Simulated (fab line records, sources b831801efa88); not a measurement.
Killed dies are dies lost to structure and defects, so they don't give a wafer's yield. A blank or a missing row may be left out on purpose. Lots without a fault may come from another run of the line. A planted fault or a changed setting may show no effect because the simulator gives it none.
Which tool did it? | flow gf180mcu | 6 lots, 18 wafers sampled, at 1 step of a route of 602

WHAT THE GAUGES READ, wafer by wafer
GF_STI_THK_MEAS_22.
lot  | measured    | on            | STI_OXIDATION_01_THK (nm)
L885 | day 2 13:44 | film_metro-03 | 15.51 15.61 15.35
L888 | day 3 02:32 | film_metro-01 | 15.49 15.12 15.05
L893 | day 4 01:37 | film_metro-01 | 14.14 14.32 14.34
L899 | day 5 09:20 | film_metro-04 | 14.65 14.93 15.00
L903 | day 6 07:51 | film_metro-01 | 14.90 14.73 14.92
L906 | day 7 00:31 | film_metro-04 | 15.40 15.14 15.52

WHICH TOOL RAN EACH LOT (tool, then ch and the chambers of the sampled wafers, then the start)
The record holds no process step before these readings.

THE ANSWER, worked out from the rows above alone
Rule: what is usual is taken from the lots themselves. Put in order of their means at a reading, lots are off if they are a third of the lots or fewer, leave a main group of 4 or more, and stand apart from it by a gap of 3 or more times the standard deviation of the main group's means; of several such gaps the widest counts. A main group whose means are all the same, to the digits that the tables above print for the reading, isn't used. A lot without any number at a reading at which 4 lots or more have one is off too. The other lots that the step has rows for count as sound.
No lot is off at any reading shown: from this, nothing can be told.

WHAT THE SIMULATOR HAD PUT IN
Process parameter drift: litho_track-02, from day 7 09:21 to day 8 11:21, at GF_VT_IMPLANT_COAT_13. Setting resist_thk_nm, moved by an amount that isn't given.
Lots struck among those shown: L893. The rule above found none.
